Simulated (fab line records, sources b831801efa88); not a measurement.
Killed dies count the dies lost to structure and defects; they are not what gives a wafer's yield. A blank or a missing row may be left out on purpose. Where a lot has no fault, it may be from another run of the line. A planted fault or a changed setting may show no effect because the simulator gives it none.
fab line records ; flow sky130
record lots=12; wafers=34; last-day=50
route steps=708 shown CONTACT@411 METAL1@443
lots untouched by any fault: they come from a run of this same line in which no faults occurred
start-h: start of the lot's first displayed wafer, in hours after the record's first day ; wait-h: hours from the lot's prior step to this one ; " same as the row above ; L1.1+2: one row covering several wafers at once ; - no value, or no start was given ; * or withheld: withheld ; < > ~ a bound
route shown NAME@n: NAME is a module with steps in the file, n the number in the route of the first one ; usual: mean and standard deviation over wafers with no fault ; same: alike in all rows ; chamber/n: place in a boat ; sites: each site's reading ; _std_site: standard deviation across them ; _edge_site: mean of outer sites minus mean of inner sites ; radius-mm: for every site, how far away it sits from the centre of the wafer ; mask NAME#n: copy n ; behind: the tool/chamber that last shaped the wafer ; hold: the reason the lot was held/the length of the hold in hours/how it ended ; device: transistor that didn't switch, given as n, p or np ; end of line: at the end of the route, the tests of the same wafers ; step lacking rows: just its recipe ; killed: dies lost to structure and defects at the first sort, not the wafer's yield ; map: a wafer's dies, marking killed ones x, the rest . and places with no die _
set.NAME: the run value of the setting; set.NAME@STEP: its run value at that earlier step ; model.NAME: the simulator's own value behind a step, which no gauge read
one table for each step of the route and one row for each wafer, over a sample of lots
services: the hour from which a tool's chamber was out of use, counted from the record's first day as start-h (under 0 if before that day), plus the number of hours and why
## steps
# step SKY_CONTACT_BOW_MEAS_05
# recipe mode=bow
# usual CONTACT_BOW=81/6.3
lot.wafer;tool;chamber;start-h;wait-h;CONTACT_BOW[um]
L723.1;film-metro-01;-;696.63;0.1;85
L723.4;film-metro-01;-;696.63;0.1;74
L723.5;film-metro-01;-;696.63;0.1;82
L726.4;film-metro-04;-;721.88;0.2;75
L726.5;film-metro-04;-;721.88;0.2;85
L726.6;film-metro-04;-;721.88;0.2;90
L727.3;film-metro-04;-;731.87;0.2;74
L727.5;film-metro-04;-;731.87;0.2;75
L727.6;film-metro-04;-;731.87;0.2;78
L728.1;film-metro-03;-;748.32;0.1;86
L728.2;film-metro-03;-;748.32;0.1;69
L728.5;film-metro-03;-;748.32;0.1;76
L731.2;film-metro-04;-;772.21;0.2;81
L731.3;film-metro-04;-;772.21;0.2;93
L731.6;film-metro-04;-;772.21;0.2;82
L729.3;film-metro-03;-;775.60;0.3;71
L729.4;film-metro-03;-;775.60;0.3;81
L729.5;film-metro-03;-;775.60;0.3;76
L730.1;film-metro-03;-;778.70;0.1;80
L730.5;film-metro-03;-;778.70;0.1;98
L730.6;film-metro-03;-;778.70;0.1;84
L733.1;film-metro-03;-;791.42;0.2;69
L733.4;film-metro-03;-;791.42;0.2;84
L733.6;film-metro-03;-;791.42;0.2;98
L735.2;film-metro-01;-;806.70;0.1;76
L735.3;film-metro-01;-;806.70;0.1;66
L735.5;film-metro-01;-;806.70;0.1;90
L740.1;film-metro-04;-;841.12;0.2;83
L740.3;film-metro-04;-;841.12;0.2;91
L744.1;film-metro-04;-;873.50;0.2;86
L744.3;film-metro-04;-;873.50;0.2;84
L746.1;film-metro-01;-;877.57;0.2;83
L746.3;film-metro-01;-;877.57;0.2;91
L746.6;film-metro-01;-;877.57;0.2;77
# step SKY_METAL1_COAT_09
# recipe resist=BARC; temp-c=withheld; time-s=withheld; spin-rpm=3000; resist-thk-nm=60
# usual chill-plate-temp-C=*
lot.wafer;tool;chamber;start-h;wait-h;chill-plate-temp-C
L723.1;litho-track-03;0;741.18;0.1;*
L723.4;litho-track-03;0;741.18;0.1;*
L723.5;litho-track-03;0;741.18;0.1;*
L726.4;litho-track-03;0;765.06;0.1;*
L726.5;litho-track-03;0;765.06;0.1;*
L726.6;litho-track-03;0;765.06;0.1;*
L727.3;litho-track-02;0;774.72;0.1;*
L727.5;litho-track-02;0;774.72;0.1;*
L727.6;litho-track-02;0;774.72;0.1;*
L728.1;litho-track-01;0;790.96;0.1;*
L728.2;litho-track-01;0;790.96;0.1;*
L728.5;litho-track-01;0;790.96;0.1;*
L731.2;litho-track-01;0;813.78;0.1;*
L731.3;litho-track-01;0;813.78;0.1;*
L731.6;litho-track-01;0;813.78;0.1;*
L729.3;litho-track-02;0;816.82;0.1;*
L729.4;litho-track-02;0;816.82;0.1;*
L729.5;litho-track-02;0;816.82;0.1;*
L730.1;litho-track-01;0;820.81;0.1;*
L730.5;litho-track-01;0;820.81;0.1;*
L730.6;litho-track-01;0;820.81;0.1;*
L733.1;litho-track-02;0;832.12;0.1;*
L733.4;litho-track-02;0;832.12;0.1;*
L733.6;litho-track-02;0;832.12;0.1;*
L735.2;litho-track-03;0;847.81;0.1;*
L735.3;litho-track-03;0;847.81;0.1;*
L735.5;litho-track-03;0;847.81;0.1;*
L740.1;litho-track-03;0;880.93;0.1;*
L740.3;litho-track-03;0;880.93;0.1;*
L744.1;litho-track-03;0;913.38;0.1;*
L744.3;litho-track-03;0;913.38;0.1;*
L746.1;litho-track-02;0;916.92;0.1;*
L746.3;litho-track-02;0;916.92;0.1;*
L746.6;litho-track-02;0;916.92;0.1;*
# step SKY_METAL1_CD_MEAS_15
# recipe target-cd-nm=140
# usual cd-nm=140.2/1.6
lot.wafer;tool;chamber;start-h;wait-h;cd-nm
L723.1;cd-sem-02;-;754.78;-;139.7
L723.4;cd-sem-02;-;754.78;-;140.1
L723.5;cd-sem-02;-;754.78;-;139.8
L726.4;cd-sem-02;-;778.28;-;139.5
L726.5;cd-sem-02;-;778.28;-;141.1
L726.6;cd-sem-02;-;778.28;-;140.6
L727.3;cd-sem-01;-;788.02;-;139.2
L727.5;cd-sem-01;-;788.02;-;139.5
L727.6;cd-sem-01;-;788.02;-;139.2
L728.1;cd-sem-01;-;804.46;-;138.1
L728.2;cd-sem-01;-;804.46;-;138.9
L728.5;cd-sem-01;-;804.46;-;138.4
L731.2;cd-sem-01;-;830.39;-;139.5
L731.3;cd-sem-01;-;830.39;-;140.7
L731.6;cd-sem-01;-;830.39;-;141.6
L729.3;cd-sem-01;-;830.76;-;140.1
L729.4;cd-sem-01;-;830.76;-;139.3
L729.5;cd-sem-01;-;830.76;-;140.3
L730.1;cd-sem-01;-;834.17;-;139.7
L730.5;cd-sem-01;-;834.17;-;138.7
L730.6;cd-sem-01;-;834.17;-;138.1
L733.1;cd-sem-01;-;844.91;-;144.4
L733.4;cd-sem-01;-;844.91;-;143.5
L733.6;cd-sem-01;-;844.91;-;141.4
L735.2;cd-sem-02;-;860.90;-;139.2
L735.3;cd-sem-02;-;860.90;-;139.2
L735.5;cd-sem-02;-;860.90;-;140.5
L740.1;cd-sem-01;-;894.13;-;142.8
L740.3;cd-sem-01;-;894.13;-;142.1
L744.1;cd-sem-01;-;925.56;-;140.4
L744.3;cd-sem-01;-;925.56;-;138.5
L746.1;cd-sem-01;-;929.18;-;141.2
L746.3;cd-sem-01;-;929.18;-;141.5
L746.6;cd-sem-01;-;929.18;-;142.3
# step SKY_METAL1_ETCH_18
# recipe chemistry=N2/H2; target=BARC; ion-energy-ev=200; bias-w=100; pressure-mtorr=30; n2-flow-sccm=100; h2-flow-sccm=200; icp-w=500; stop-on=SiO2; time-s=45.9; target-depth-a=600
# usual drypump-motor-current-A=5.7/0.43; oes-product-au=0.854/0.0052; throttle-valve-pct=13.225/0.0099
# same time-s=45.9
lot.wafer;tool;chamber;start-h;wait-h;drypump-motor-current-A;oes-product-au;rf-hours-counter-h;throttle-valve-pct
L723.1;rie-metal-01;1;754.97;0.0;5.0;0.855;1;13.220
L723.4;rie-metal-01;1;754.97;0.0;5.0;0.845;-;13.222
L723.5;rie-metal-01;1;754.97;0.0;5.0;0.847;-;13.235
L726.4;rie-metal-03;1;778.43;0.0;5.4;0.852;-;13.239
L726.5;rie-metal-03;0;778.43;0.0;5.9;0.864;-;13.227
L726.6;rie-metal-03;1;778.43;0.0;5.4;0.860;-;13.220
L727.3;rie-metal-02;1;788.19;0.0;6.2;0.865;-;13.222
L727.5;rie-metal-02;1;788.19;0.0;6.2;0.855;-;13.200
L727.6;rie-metal-02;0;788.19;0.0;6.0;0.850;-;13.216
L728.1;rie-metal-02;1;804.64;0.0;6.1;0.860;8;13.226
L728.2;rie-metal-02;0;804.64;0.0;6.0;0.848;14;13.226
L728.5;rie-metal-02;1;804.64;0.0;6.1;0.853;-;13.226
L731.2;rie-metal-03;0;830.56;0.0;5.9;0.846;2;13.216
L731.3;rie-metal-03;1;830.56;0.0;5.4;0.845;-;13.219
L731.6;rie-metal-03;1;830.56;0.0;5.4;0.855;-;13.232
L729.3;rie-metal-01;1;830.93;0.0;4.9;0.864;-;13.224
L729.4;rie-metal-01;0;830.93;0.0;5.8;0.860;-;13.219
L729.5;rie-metal-01;0;830.93;0.0;5.8;0.851;-;13.226
L730.1;rie-metal-02;1;834.39;0.1;6.1;0.862;9;13.222
L730.5;rie-metal-02;1;834.39;0.1;6.1;0.847;-;13.220
L730.6;rie-metal-02;1;834.39;0.1;6.1;0.851;-;13.226
L733.1;rie-metal-02;1;845.13;0.1;6.2;0.858;10;13.207
L733.4;rie-metal-02;1;845.13;0.1;6.1;0.858;-;13.241
L733.6;rie-metal-02;1;845.13;0.1;6.1;0.858;-;13.222
L735.2;rie-metal-01;0;861.07;0.0;5.8;0.854;7;13.233
L735.3;rie-metal-01;1;861.07;0.0;5.0;0.855;-;13.214
L735.5;rie-metal-01;1;861.07;0.0;5.0;0.848;-;13.231
L740.1;rie-metal-01;1;894.32;0.0;5.0;0.848;6;13.223
L740.3;rie-metal-01;1;894.32;0.0;5.0;0.837;-;13.226
L744.1;rie-metal-01;1;925.75;0.0;5.0;0.857;8;13.214
L744.3;rie-metal-01;1;925.75;0.0;4.9;0.828;-;13.226
L746.1;rie-metal-03;1;929.37;0.0;5.4;0.850;16;13.212
L746.3;rie-metal-03;1;929.37;0.0;5.3;0.854;-;13.238
L746.6;rie-metal-03;1;929.37;0.0;5.4;0.850;-;13.236
# step SKY_METAL1_STRIP_20
# recipe chemistry=O2/N2; power-w=1400; pressure-mtorr=1500; platen-temp-c=withheld; o2-flow-sccm=3000; n2-flow-sccm=300; overash-fraction=0.5
# usual drypump-motor-current-A=5.49/0.27; oes-product-au=0.343/0.0048; strip-time-to-endpoint-s=2.69/0.035
lot.wafer;tool;chamber;start-h;wait-h;drypump-motor-current-A;oes-product-au;rf-hours-counter-h;strip-time-to-endpoint-s
L723.1;plasma-asher-03;0;755.12;0.1;5.74;0.341;1;2.69
L723.4;plasma-asher-03;0;755.12;0.1;5.72;0.340;-;2.68
L723.5;plasma-asher-03;0;755.12;0.1;5.75;0.347;-;2.71
L726.4;plasma-asher-03;0;778.60;0.1;5.72;0.339;-;2.64
L726.5;plasma-asher-03;1;778.60;0.1;5.45;0.337;-;2.66
L726.6;plasma-asher-03;0;778.60;0.1;5.76;0.339;-;2.68
L727.3;plasma-asher-01;1;788.35;0.1;5.52;0.345;-;2.72
L727.5;plasma-asher-01;0;788.35;0.1;5.31;0.348;-;2.72
L727.6;plasma-asher-01;1;788.35;0.1;5.53;0.347;-;2.75
L728.1;plasma-asher-03;1;804.80;0.1;5.49;0.334;7;2.70
L728.2;plasma-asher-03;0;804.80;0.1;5.73;0.339;7;2.71
L728.5;plasma-asher-03;1;804.80;0.1;5.42;0.347;-;2.69
L731.2;plasma-asher-01;0;830.71;0.1;5.28;0.347;101;2.70
L731.3;plasma-asher-01;0;830.71;0.1;5.30;0.340;-;2.66
L731.6;plasma-asher-01;1;830.71;0.1;5.54;0.344;-;2.70
L729.3;plasma-asher-03;1;831.10;0.1;5.49;0.350;-;2.72
L729.4;plasma-asher-03;0;831.10;0.1;5.73;0.341;-;2.78
L729.5;plasma-asher-03;0;831.10;0.1;5.72;0.346;-;2.72
L730.1;plasma-asher-01;0;834.70;0.1;5.29;0.331;101;2.67
L730.5;plasma-asher-01;0;834.70;0.1;5.31;0.341;-;2.63
L730.6;plasma-asher-01;1;834.70;0.1;5.56;0.351;-;2.69
L733.1;plasma-asher-03;1;845.43;0.1;5.43;0.342;11;2.67
L733.4;plasma-asher-03;0;845.43;0.1;5.73;0.342;-;2.67
L733.6;plasma-asher-03;1;845.43;0.1;5.50;0.341;-;2.68
L735.2;plasma-asher-01;1;861.22;0.1;5.53;0.346;104;2.77
L735.3;plasma-asher-01;1;861.22;0.1;5.56;0.343;-;2.77
L735.5;plasma-asher-01;1;861.22;0.1;5.56;0.357;-;2.76
L740.1;plasma-asher-01;1;894.47;0.1;5.52;0.346;107;2.72
L740.3;plasma-asher-01;0;894.47;0.1;5.32;0.334;-;2.70
L744.1;plasma-asher-01;1;925.90;0.1;5.53;0.342;110;2.69
L744.3;plasma-asher-01;1;925.90;0.1;5.51;0.345;-;2.64
L746.1;plasma-asher-02;1;929.52;0.1;5.11;0.339;50;2.70
L746.3;plasma-asher-02;0;929.52;0.1;5.86;0.340;-;2.69
L746.6;plasma-asher-02;0;929.52;0.1;5.86;0.347;-;2.68
## services
tool;chamber;start-h;hours;kind
rie-metal-03;0;732.71;-;clean
rie-metal-03;0;732.71;24.3;scheduled-down
rie-metal-03;0;732.71;24.3;vent-cycle
plasma-asher-03;-;733.75;9.0;pm
plasma-asher-03;0;733.75;9.0;vent-cycle
plasma-asher-03;1;733.75;9.0;vent-cycle
plasma-asher-03;0;742.75;-;clean
plasma-asher-03;1;742.75;-;clean
plasma-asher-01;-;796.18;5.4;repair
rie-metal-02;1;809.90;18.4;repair
rie-metal-02;0;828.52;-;clean
rie-metal-02;0;828.52;28.3;scheduled-down
rie-metal-02;0;828.52;28.3;vent-cycle
rie-metal-03;-;855.99;0.7;repair
rie-metal-02;1;889.01;14.1;repair
plasma-asher-01;-;896.91;1.6;repair
plasma-asher-02;-;897.58;1.9;repair
## key
first-sign step=SKY_METAL1_ETCH_18; reading=oes-product-au; direction=down; sigmas=4.1; usual=0.854; struck=0.832
effect none on later readings
met-at SKY_METAL1_COAT_09
struck-lots L740,L744
struck-wafers L740.3,L744.3
not-acting-at SKY_CONTACT_BOW_MEAS_05,SKY_METAL1_CD_MEAS_15,SKY_METAL1_STRIP_20
onset-between 847.81 880.93
fault kind=process-parameter-drift; tool=litho-track-03; chamber=-; onset-h=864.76; steps=SKY_METAL1_COAT_09; channel=resist-thk-nm; offset=-2.0238; shape=step; end-h=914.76; scope=struck-wafers-only; acts-in=these-recipes-only; stated=60
